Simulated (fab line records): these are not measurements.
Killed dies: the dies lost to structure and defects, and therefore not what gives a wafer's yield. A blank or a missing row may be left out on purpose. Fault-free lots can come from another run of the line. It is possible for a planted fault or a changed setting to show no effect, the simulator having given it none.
Which tool is to blame? :: flow gf180mcu :: 72 wafers from 24 lots sampled at 5 of the route's 602 steps

WHAT EACH GAUGE READ, for each wafer
GF_STI_THK_MEAS_02.
lot: L074
measured: day 1 11:31
on: film_metro-04
STI_OXIDATION_THK (nm): 9.66 9.27 9.42

lot: L075
measured: day 1 16:31
on: film_metro-04
STI_OXIDATION_THK (nm): 9.69 9.53 9.56

lot: L076
measured: day 1 21:31
on: film_metro-04
STI_OXIDATION_THK (nm): 9.49 9.42 9.30

lot: L077
measured: day 2 02:31
on: film_metro-04
STI_OXIDATION_THK (nm): 9.38 9.46 9.30

lot: L078
measured: day 2 07:31
on: film_metro-03
STI_OXIDATION_THK (nm): 9.50 9.54 9.57

lot: L079
measured: day 2 12:32
on: film_metro-04
STI_OXIDATION_THK (nm): 9.40 9.53 9.46

lot: L080
measured: day 2 18:11
on: film_metro-04
STI_OXIDATION_THK (nm): 9.32 9.22 9.37

lot: L081
measured: day 2 22:31
on: film_metro-03
STI_OXIDATION_THK (nm): 9.28 9.19 9.26

lot: L082
measured: day 3 05:02
on: film_metro-04
STI_OXIDATION_THK (nm): 9.55 9.29 9.11

lot: L083
measured: day 3 08:31
on: film_metro-02
STI_OXIDATION_THK (nm): 9.06 9.25 9.04

lot: L084
measured: day 3 13:52
on: film_metro-03
STI_OXIDATION_THK (nm): 9.26 9.23 9.34

lot: L085
measured: day 3 20:23
on: film_metro-04
STI_OXIDATION_THK (nm): 9.42 9.39 9.44

lot: L086
measured: day 3 23:33
on: film_metro-03
STI_OXIDATION_THK (nm): 9.41 9.49 9.49

lot: L087
measured: day 4 05:30
on: film_metro-02
STI_OXIDATION_THK (nm): 9.72 9.61 9.62

lot: L088
measured: day 4 09:32
on: film_metro-03
STI_OXIDATION_THK (nm): 8.97 9.20 9.15

lot: L089
measured: day 4 14:49
on: film_metro-02
STI_OXIDATION_THK (nm): 9.54 9.31 9.44

lot: L090
measured: day 4 19:31
on: film_metro-04
STI_OXIDATION_THK (nm): 9.56 9.26 9.33

lot: L091
measured: day 5 00:32
on: film_metro-02
STI_OXIDATION_THK (nm): 9.57 9.46 9.45

lot: L092
measured: day 5 05:57
on: film_metro-04
STI_OXIDATION_THK (nm): 9.71 9.51 9.60

lot: L093
measured: day 5 10:31
on: film_metro-03
STI_OXIDATION_THK (nm): 9.47 9.63 9.54

lot: L094
measured: day 5 15:32
on: film_metro-04
STI_OXIDATION_THK (nm): 9.16 9.20 9.27

lot: L095
measured: day 5 20:41
on: film_metro-02
STI_OXIDATION_THK (nm): 9.32 9.45 9.60

lot: L096
measured: day 6 02:51
on: film_metro-03
STI_OXIDATION_THK (nm): 9.47 9.25 9.57

lot: L097
measured: day 6 07:08
on: film_metro-02
STI_OXIDATION_THK (nm): 9.60 9.59 9.69

GF_STI_CD_MEAS_12: the cd target is 220 nm.
lot: L074
measured: day 2 00:44
on: cd_sem-01
cd_nm (nm): 220.1 220.1 219.8

lot: L075
measured: day 2 05:52
on: cd_sem-02
cd_nm (nm): 220.4 219.9 220.3

lot: L076
measured: day 2 12:43
on: cd_sem-02
cd_nm (nm): 220.6 220.6 220.5

lot: L077
measured: day 2 16:44
on: cd_sem-01
cd_nm (nm): 220.0 219.6 221.6

lot: L078
measured: day 2 21:46
on: cd_sem-01
cd_nm (nm): 219.5 217.9 218.8

lot: L079
measured: day 3 02:55
on: cd_sem-02
cd_nm (nm): 219.8 218.2 219.3

lot: L080
measured: day 3 08:10
on: cd_sem-02
cd_nm (nm): 220.8 220.2 221.6

lot: L081
measured: day 3 12:50
on: cd_sem-02
cd_nm (nm): 221.0 221.4 220.1

lot: L082
measured: day 3 20:17
on: cd_sem-02
cd_nm (nm): 219.4 219.5 220.0

lot: L083
measured: day 3 23:23
on: cd_sem-02
cd_nm (nm): 220.9 223.3 222.6

lot: L084
measured: day 4 04:29
on: cd_sem-02
cd_nm (nm): 218.8 217.8 217.8

lot: L085
measured: day 4 11:34
on: cd_sem-01
cd_nm (nm): 219.2 219.6 219.7

lot: L086
measured: day 4 14:56
on: cd_sem-01
cd_nm (nm): 220.2 219.2 219.0

lot: L087
measured: day 5 00:14
on: cd_sem-01
cd_nm (nm): 219.5 220.7 220.6

lot: L088
measured: day 5 04:47
on: cd_sem-01
cd_nm (nm): 222.4 220.7 220.6

lot: L089
measured: day 5 08:55
on: cd_sem-02
cd_nm (nm): 219.5 220.2 220.3

lot: L090
measured: day 5 14:01
on: cd_sem-01
cd_nm (nm): 218.8 218.0 218.7

lot: L091
measured: day 5 17:07
on: cd_sem-01
cd_nm (nm): 219.7 222.2 219.4

lot: L092
measured: day 5 22:08
on: cd_sem-02
cd_nm (nm): 221.4 221.1 220.3

lot: L093
measured: day 6 04:32
on: cd_sem-01
cd_nm (nm): 220.1 219.1 219.1

lot: L094
measured: day 6 07:31
on: cd_sem-01
cd_nm (nm): 224.3 223.7 224.4

lot: L095
measured: day 6 12:49
on: cd_sem-02
cd_nm (nm): 219.2 220.4 220.4

lot: L096
measured: day 6 19:52
on: cd_sem-02
cd_nm (nm): 220.5 219.8 220.5

lot: L097
measured: day 7 00:17
on: cd_sem-02
cd_nm (nm): 218.6 219.5 219.5

GF_STI_THK_MEAS_22.
lot: L074
measured: day 2 02:56
on: film_metro-03
STI_OXIDATION_01_THK (nm): 14.7 15.0 14.8

lot: L075
measured: day 2 07:42
on: film_metro-04
STI_OXIDATION_01_THK (nm): 15.0 15.2 15.2

lot: L076
measured: day 2 14:41
on: film_metro-03
STI_OXIDATION_01_THK (nm): 15.2 15.0 15.1

lot: L077
measured: day 2 19:19
on: film_metro-04
STI_OXIDATION_01_THK (nm): 15.2 15.4 15.4

lot: L078
measured: day 2 23:37
on: film_metro-03
STI_OXIDATION_01_THK (nm): 15.0 14.8 14.6

lot: L079
measured: day 3 06:11
on: film_metro-02
STI_OXIDATION_01_THK (nm): 14.4 14.2 14.3

lot: L080
measured: day 3 10:00
on: film_metro-02
STI_OXIDATION_01_THK (nm): 14.6 14.9 14.6

lot: L081
measured: day 3 15:00
on: film_metro-03
STI_OXIDATION_01_THK (nm): 15.4 15.3 15.1

lot: L082
measured: day 3 22:08
on: film_metro-03
STI_OXIDATION_01_THK (nm): 14.9 14.6 14.8

lot: L083
measured: day 4 01:18
on: film_metro-04
STI_OXIDATION_01_THK (nm): 15.0 15.0 15.2

lot: L084
measured: day 4 06:21
on: film_metro-03
STI_OXIDATION_01_THK (nm): 14.5 14.6 14.4

lot: L085
measured: day 4 13:25
on: film_metro-02
STI_OXIDATION_01_THK (nm): 15.3 15.5 15.6

lot: L086
measured: day 4 17:22
on: film_metro-03
STI_OXIDATION_01_THK (nm): 14.9 14.8 14.8

lot: L087
measured: day 5 02:09
on: film_metro-04
STI_OXIDATION_01_THK (nm): 15.5 15.4 15.5

lot: L088
measured: day 5 06:38
on: film_metro-03
STI_OXIDATION_01_THK (nm): 14.5 14.4 14.6

lot: L089
measured: day 5 10:47
on: film_metro-02
STI_OXIDATION_01_THK (nm): 15.1 15.0 15.1

lot: L090
measured: day 5 16:39
on: film_metro-02
STI_OXIDATION_01_THK (nm): 14.6 14.8 14.7

lot: L091
measured: day 5 20:16
on: film_metro-03
STI_OXIDATION_01_THK (nm): 15.0 15.2 15.2

lot: L092
measured: day 6 00:01
on: film_metro-03
STI_OXIDATION_01_THK (nm): 15.0 15.2 15.2

lot: L093
measured: day 6 07:11
on: film_metro-04
STI_OXIDATION_01_THK (nm): 15.1 15.0 15.1

lot: L094
measured: day 6 09:32
on: film_metro-03
STI_OXIDATION_01_THK (nm): 15.0 15.0 15.3

lot: L095
measured: day 6 14:42
on: film_metro-03
STI_OXIDATION_01_THK (nm): 15.0 15.2 15.1

lot: L096
measured: day 7 01:29
on: film_metro-03
STI_OXIDATION_01_THK (nm): 15.0 14.9 14.9

lot: L097
measured: day 7 07:01
on: film_metro-03
STI_OXIDATION_01_THK (nm): 15.3 15.5 15.6

GF_MVPSD_TW_MEAS_11.
lot: L074
measured: day 4 23:48
on: film_metro-04
MVPSD_TW: 550 548 550

lot: L075
measured: day 5 03:52
on: film_metro-01
MVPSD_TW: 558 558 557

lot: L076
measured: day 5 13:16
on: film_metro-02
MVPSD_TW: 557 555 556

lot: L077
measured: day 5 19:07
on: film_metro-01
MVPSD_TW: 556 558 560

lot: L078
measured: day 6 01:01
on: film_metro-01
MVPSD_TW: 562 560 565

lot: L079
measured: day 6 05:56
on: film_metro-04
MVPSD_TW: 549 549 552

lot: L080
measured: day 6 12:52
on: film_metro-04
MVPSD_TW: 548 547 551

lot: L081
measured: day 6 17:43
on: film_metro-02
MVPSD_TW: 548 551 553

lot: L082
measured: day 7 00:55
on: film_metro-02
MVPSD_TW: 556 554 559

lot: L083
measured: day 7 05:55
on: film_metro-01
MVPSD_TW: 559 564 563

lot: L084
measured: day 7 11:19
on: film_metro-01
MVPSD_TW: 564 559 565

lot: L085
measured: day 7 19:01
on: film_metro-04
MVPSD_TW: 550 551 554

lot: L086
measured: day 7 21:53
on: film_metro-01
MVPSD_TW: 564 565 566

lot: L087
measured: day 8 10:08
on: film_metro-02
MVPSD_TW: 551 553 555

lot: L088
measured: day 8 14:47
on: film_metro-02
MVPSD_TW: 556 553 555

lot: L089
measured: day 8 20:13
on: film_metro-01
MVPSD_TW: 553 555 554

lot: L090
measured: day 9 01:49
on: film_metro-04
MVPSD_TW: 552 549 549

lot: L091
measured: day 9 06:32
on: film_metro-01
MVPSD_TW: 561 559 559

lot: L092
measured: day 9 12:43
on: film_metro-04
MVPSD_TW: 547 551 547

lot: L093
measured: day 9 18:07
on: film_metro-01
MVPSD_TW: 556 559 558

lot: L094
measured: day 9 21:50
on: film_metro-04
MVPSD_TW: 551 548 550

lot: L095
measured: day 10 01:56
on: film_metro-01
MVPSD_TW: 563 561 559

lot: L096
measured: day 10 22:31
on: film_metro-01
MVPSD_TW: 557 557 562

lot: L097
measured: day 10 23:22
on: film_metro-04
MVPSD_TW: 552 548 552

GF_PSD_CD_MEAS_07: the cd target is 400 nm.
lot: L074
measured: day 14 07:37
on: cd_sem-01
cd_nm (nm): 399.9 400.6 400.0

lot: L075
measured: day 14 08:36
on: cd_sem-01
cd_nm (nm): 404.5 402.1 402.5

lot: L076
measured: day 14 17:00
on: cd_sem-01
cd_nm (nm): 401.6 400.7 401.8

lot: L077
measured: day 15 08:17
on: cd_sem-01
cd_nm (nm): 399.6 400.9 396.0

lot: L078
measured: day 15 11:02
on: cd_sem-02
cd_nm (nm): 398.3 397.7 396.5

lot: L079
measured: day 15 17:39
on: cd_sem-01
cd_nm (nm): 397.8 396.6 398.6

lot: L080
measured: day 16 08:17
on: cd_sem-01
cd_nm (nm): 401.0 399.8 399.9

lot: L081
measured: day 16 10:22
on: cd_sem-02
cd_nm (nm): 398.0 398.6 397.6

lot: L082
measured: day 16 19:35
on: cd_sem-01
cd_nm (nm): 400.1 399.2 399.3

lot: L083
measured: day 17 01:46
on: cd_sem-01
cd_nm (nm): 402.3 399.4 400.0

lot: L084
measured: day 17 12:55
on: cd_sem-02
cd_nm (nm): 403.5 402.7 402.4

lot: L085
measured: day 17 23:49
on: cd_sem-02
cd_nm (nm): 401.7 401.3 399.9

lot: L086
measured: day 18 02:04
on: cd_sem-01
cd_nm (nm): 396.3 398.7 398.6

lot: L087
measured: day 19 03:00
on: cd_sem-02
cd_nm (nm): 403.0 402.0 401.9

lot: L088
measured: day 19 06:52
on: cd_sem-01
cd_nm (nm): 399.2 399.7 399.2

lot: L089
measured: day 19 16:22
on: cd_sem-01
cd_nm (nm): 402.8 402.0 400.8

lot: L090
measured: day 20 00:42
on: cd_sem-01
cd_nm (nm): 403.0 401.5 403.3

lot: L091
measured: day 20 05:07
on: cd_sem-02
cd_nm (nm): 394.5 395.0 395.5

lot: L092
measured: day 20 15:01
on: cd_sem-01
cd_nm (nm): 397.7 401.1 399.8

lot: L093
measured: day 21 05:52
on: cd_sem-02
cd_nm (nm): 402.3 403.0 403.5

lot: L094
measured: day 21 06:13
on: cd_sem-01
cd_nm (nm): 399.6 396.1 400.6

lot: L095
measured: day 21 11:50
on: cd_sem-02
cd_nm (nm): 400.1 400.8 400.4

lot: L096
measured: day 22 09:49
on: cd_sem-01
cd_nm (nm): 401.3 401.0 401.7

lot: L097
measured: day 22 13:47
on: cd_sem-02
cd_nm (nm): 398.6 401.2 397.7

WHICH TOOL RAN EACH LOT (tool, then ch and the chambers of the sampled wafers, then the start)
No process step before these readings appears in the record.

WHAT THE TOOLS THEMSELVES READ (means of the sampled wafers that have a number; where no wafer has one, the mark that the record gives instead)
The record holds no such reading with a usual standard deviation.

THE ANSWER, worked out from the rows above alone
Rule: the lots themselves supply what counts as usual. Put in order of their means at a reading, lots are off if they are a third of the lots or fewer, leave a main group of 4 or more, and stand apart from it by a gap of 3 or more times the standard deviation of the main group's means; of several such gaps the widest counts. If all means in a main group match to the digits the tables above print for the reading, that group is not used. A lot without any number at a reading at which 4 lots or more have one is off too. Where the step has rows for the other lots, those lots are counted as sound. After the gauges, taken in route order, come the tools' own readings; for these a lot's mean is taken, as printed above. At the first step where some lot is off, the reading lying furthest off is the one used; lots without a number count as furthest.
Across all readings shown, no lot is off: no conclusion can be drawn from this.

WHAT THE SIMULATOR HAD PUT IN
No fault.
